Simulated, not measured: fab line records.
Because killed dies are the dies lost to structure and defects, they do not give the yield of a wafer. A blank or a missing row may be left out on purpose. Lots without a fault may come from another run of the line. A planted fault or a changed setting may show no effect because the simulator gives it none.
Matching of chambers | flow sky130 | SKY_VIA2_ETCH_15 on rieDiel-01: 4 sister chambers
The step etches SiO2 in C4F8/O2/Ar, stops on TiN, target depth 546 nm, time 84 s. 18 wafers are shown with their chamber, then 9 later ones without.

== WAFERS, EACH WITH ITS CHAMBER ==
wafer  | chamber | oesProductAu (a.u.) | biasW (W) | chamberPressureMTorr (mTorr)
L078.2 | 3       | 0.930               | 1243      | 40.01
L078.3 | 2       | 0.938               | 1235      | 40.00
L078.4 | 0       | 0.937               | 1233      | 39.99
L079.2 | 2       | 0.944               | 1236      | 39.99
L079.3 | 1       | 0.932               | 1246      | 40.00
L079.5 | 1       | 0.936               | 1243      | 40.01
L083.3 | 3       | 0.945               | 1243      | 39.97
L083.4 | 1       | 0.931               | 1243      | 39.95
L083.6 | 0       | 0.940               | 1235      | 39.99
L084.1 | 2       | 0.941               | 1242      | 40.00
L084.2 | 0       | 0.946               | 1242      | 40.00
L084.5 | 0       | 0.936               | 1247      | 39.99
L085.1 | 3       | 0.937               | 1242      | 40.01
L085.3 | 2       | 0.946               | 1244      | 39.99
L085.6 | 3       | 0.938               | 1239      | 40.03
L089.1 | 0       | 0.940               | 1241      | 40.02
L089.2 | 1       | 0.934               | 1243      | 39.96
L089.4 | 3       | 0.937               | 1241      | 40.01

SIGNATURES, as means of the wafers listed above
reading              | chamber 0 | chamber 1 | chamber 2 | chamber 3 | scatter within a chamber
oesProductAu         | 0.93980   | 0.93325   | 0.94225   | 0.93740   | 0.00401
biasW                | 1239.60   | 1243.75   | 1239.25   | 1241.60   | 3.82
chamberPressureMTorr | 39.9980   | 39.9800   | 39.9950   | 40.0060   | 0.0195
Rule: for each reading, subtract the chamber's mean from the wafer's reading, divide by that reading's scatter and square the result; add these up over the readings and take the root, which gives the wafer's distance from the chamber. The wafer belongs to the nearest chamber; if the next one is less than 2 further off, it can't be placed. The scatter: take each reading less its chamber's mean, square it, sum over the shown wafers, divide by the number of wafers less the number of chambers, and take the root.

== WAFERS WHOSE CHAMBER IS MISSING ==
wafer  | oesProductAu (a.u.) | biasW (W) | chamberPressureMTorr (mTorr)
L090.1 | 0.937               | 1243      | 39.98
L090.3 | 0.937               | 1246      | 39.98
L090.6 | 0.940               | 1245      | 39.98
L095.2 | 0.938               | 1241      | 40.00
L095.4 | 0.942               | 1240      | 39.98
L095.5 | 0.942               | 1242      | 40.06
L096.1 | 0.937               | 1234      | 40.00
L096.5 | 0.935               | 1237      | 39.99
L096.6 | 0.938               | 1240      | 39.96

== THE CHAMBER EACH PASSED THROUGH ==
wafer  | from the rows above               | in truth
L090.1 | can't be placed: 1 or 3 or 0 or 2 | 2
L090.3 | can't be placed: 1 or 3 or 0 or 2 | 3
L090.6 | can't be placed: 0 or 1 or 3 or 2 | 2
L095.2 | can't be placed: 3 or 0 or 2 or 1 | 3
L095.4 | can't be placed: 2 or 0 or 3 or 1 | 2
L095.5 | can't be placed: 3 or 0 or 2 or 1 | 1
L096.1 | can't be placed: 0 or 2 or 3 or 1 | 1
L096.5 | can't be placed: 0 or 3 or 1 or 2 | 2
L096.6 | can't be placed: 1 or 0 or 2 or 3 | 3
Correctly placed: 0 of 9. Not placeable from these rows: 9 (in 9, the candidates include the true chamber). Wrongly placed: 0.
